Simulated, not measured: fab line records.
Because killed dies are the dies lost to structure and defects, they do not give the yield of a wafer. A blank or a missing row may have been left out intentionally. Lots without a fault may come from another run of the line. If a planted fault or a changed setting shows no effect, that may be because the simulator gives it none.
What tool caused it? ; flow gf180mcu ; Sampling: 6 lots, 18 wafers, 3 of 602 route steps

WHAT THE GAUGES READ, wafer by wafer
GF_V3_THK_MEAS_01.
lot;measured;on;V3_CVD_00_THK (nm)
L312;day 21 07:04;film-metro-02;599 603 594
L314;day 23 04:22;film-metro-04;608 603 609
L318;day 24 19:41;film-metro-02;504 503 500
L329;day 27 12:17;film-metro-03;594 601 605
L331;day 28 03:26;film-metro-03;592 585 598
L334;day 28 20:11;film-metro-03;599 615 608

EACH LOT AND THE TOOL THAT RAN IT (in order: tool; ch and the chambers of the sampled wafers; start)
lot;GF_M3_SPUTTER_01;GF_V3_CVD_00
L312;pvd-sputter-03, day 20 06:07;hdpcvd-02 ch 0,1,2, day 21 07:01
L314;pvd-sputter-03, day 22 03:34;hdpcvd-02 ch 0,1,2, day 23 04:18
L318;pvd-sputter-02, day 23 20:10;hdpcvd-02 ch 0,1,2, day 24 19:37
L329;pvd-sputter-01, day 26 15:43;hdpcvd-01 ch 0,1,2, day 27 12:13
L331;pvd-sputter-03, day 27 07:47;hdpcvd-01 ch 0,1, day 28 03:22
L334;pvd-sputter-03, day 28 00:23;hdpcvd-01 ch 0,2, day 28 20:07
- GF_M3_SPUTTER_01: material TiN, target thk 30 nm, time 25 s.
- GF_V3_CVD_00: deposits SiO2, target thk 600 nm, time 100 s.

THE ANSWER, worked out from the rows above alone
Rule: the lots themselves supply what counts as usual. The widest of any qualifying gaps counts: lots, ordered by their means at a reading, are off when they make up no more than a third of the lots, leave a main group of 4 or more, and stand apart from it by 3 or more times the standard deviation of that group's means. A main group whose means are all the same, to the digits that the tables above print for the reading, isn't used. A lot without any number at a reading at which 4 lots or more have one is off too. Any other lot the step has rows for is counted as sound.
Off: L318, at GF_V3_THK_MEAS_01 (V3_CVD_00_THK). Mean 601 nm and standard deviation 5.8 in the main group.
If a tool, at a process step before that reading, ran all the lots that are off and no sound lot after the first of them, it fits. Those tools and the gauges at GF_V3_THK_MEAS_01 are tried in the same way. Can't be told from this: 3 tools fit, pvd-sputter-02 at GF_M3_SPUTTER_01, hdpcvd-02 at GF_V3_CVD_00, film-metro-02 at GF_V3_THK_MEAS_01.

WHAT WAS PUT IN BY THE SIMULATOR
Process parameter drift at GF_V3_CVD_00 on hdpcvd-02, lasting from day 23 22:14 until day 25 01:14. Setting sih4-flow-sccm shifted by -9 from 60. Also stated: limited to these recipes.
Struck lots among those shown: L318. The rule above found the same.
